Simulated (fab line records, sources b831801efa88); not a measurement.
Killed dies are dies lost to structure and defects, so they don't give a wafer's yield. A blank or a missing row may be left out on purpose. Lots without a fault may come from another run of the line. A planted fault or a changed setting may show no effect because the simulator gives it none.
A struck lot beside a sound one | flow sky130 | 15 steps out of a route of 708
Sound: wafers L275.1, L275.3, L275.5. Struck: wafer L289.2. (L289.1, L289.5 of the same lot were not struck and are left out.) The cause comes at the end.
At each step with rows: each side's tool, then ch and its chambers, then its first start. Under that, the readings that differ: sound wafers | struck wafers | difference of the means | sigmas: that difference in standard deviations of wafers without a fault.
alike: readings whose means differ by less than 2 such deviations, and words and numbers that are the same on both sides. not compared: withheld readings, readings that some wafer has no value for, bounds like >300 that may hide the same value, and numbers for which the record gives no deviation and whose values overlap.
The two part at a step that has a row with sigmas, a row that says differs or no value, or rows on one side only. Numbers that don't overlap but have no deviation are shown without sigmas and don't part them. A reading that every wafer of one side lacks parts them only if that side has two wafers or more.

first, 2 steps without rows for these wafers: SKY_VT_ADJUST_LVTN_PEB_16; SKY_VT_ADJUST_LVTN_DEVELOP_17 (develop time 60 s).
SKY_VT_ADJUST_LVTN_OVL_MEAS_18:
  sound on overlay-01, day 8 12:35; struck on overlay-01, day 12 22:05
  alike: VT_ADJUST_LVTN_01_OVL
then, 1 step without rows for these wafers: SKY_VT_ADJUST_LVTN_IMPLANT_19.
SKY_VT_ADJUST_LVTN_STRIP_20: strips in O2/N2.
  sound on plasma_asher-04 ch 0,1, day 8 12:46; struck on plasma_asher-03 ch 1, day 12 22:16
  reading                     | sound          | struck | difference | sigmas
  drypump_motor_current_A (A) | 5.86 5.88 5.70 | 5.16   | -0.65      | -2
  alike: oes_product_au, strip_time_to_endpoint_s
  not compared: rf_hours_counter_h
SKY_VT_ADJUST_LVTN_TW_MEAS_21:
  sound on film_metro-04, day 8 12:52; struck on film_metro-01, day 12 22:22
  alike: VT_ADJUST_LVTN_2_TW
then, 6 steps without rows for these wafers: SKY_VT_ADJUST_NCORE_DEHYDRATE_00 (time 60 s); SKY_VT_ADJUST_NCORE_HMDS_01 (prime time 60 s); SKY_VT_ADJUST_NCORE_COAT_02 (resist thk 1140 nm); SKY_VT_ADJUST_NCORE_SOFTBAKE_03 (time 60 s); SKY_VT_ADJUST_NCORE_EXPOSE_04 (exposes mask LVTN COMPLEMENT THIN, target cd 380 nm); SKY_VT_ADJUST_NCORE_PEB_05.
SKY_VT_ADJUST_NCORE_DEVELOP_06: develop time 60 s.
  sound on litho_track-04 ch 0, day 9 09:26; struck on litho_track-01 ch 0, day 13 23:12
SKY_VT_ADJUST_NCORE_CD_MEAS_07: target cd 380 nm.
  sound on cd_sem-02, day 9 09:35; struck on cd_sem-02, day 13 23:21
  reading    | sound             | struck | difference | sigmas
  cd_nm (nm) | 380.7 382.8 381.3 | 393.9  | +12.3      | +6
SKY_VT_ADJUST_NCORE_OVL_MEAS_08:
  sound on overlay-01, day 9 09:42; struck on overlay-01, day 13 23:28
  alike: VT_ADJUST_NCORE_OVL

WHERE THEY PART
First at SKY_VT_ADJUST_LVTN_STRIP_20; last, within this record, at SKY_VT_ADJUST_NCORE_CD_MEAS_07. Later steps at which nothing parts them and some readings are alike: SKY_VT_ADJUST_NCORE_OVL_MEAS_08.

WHY: what the simulator had put in
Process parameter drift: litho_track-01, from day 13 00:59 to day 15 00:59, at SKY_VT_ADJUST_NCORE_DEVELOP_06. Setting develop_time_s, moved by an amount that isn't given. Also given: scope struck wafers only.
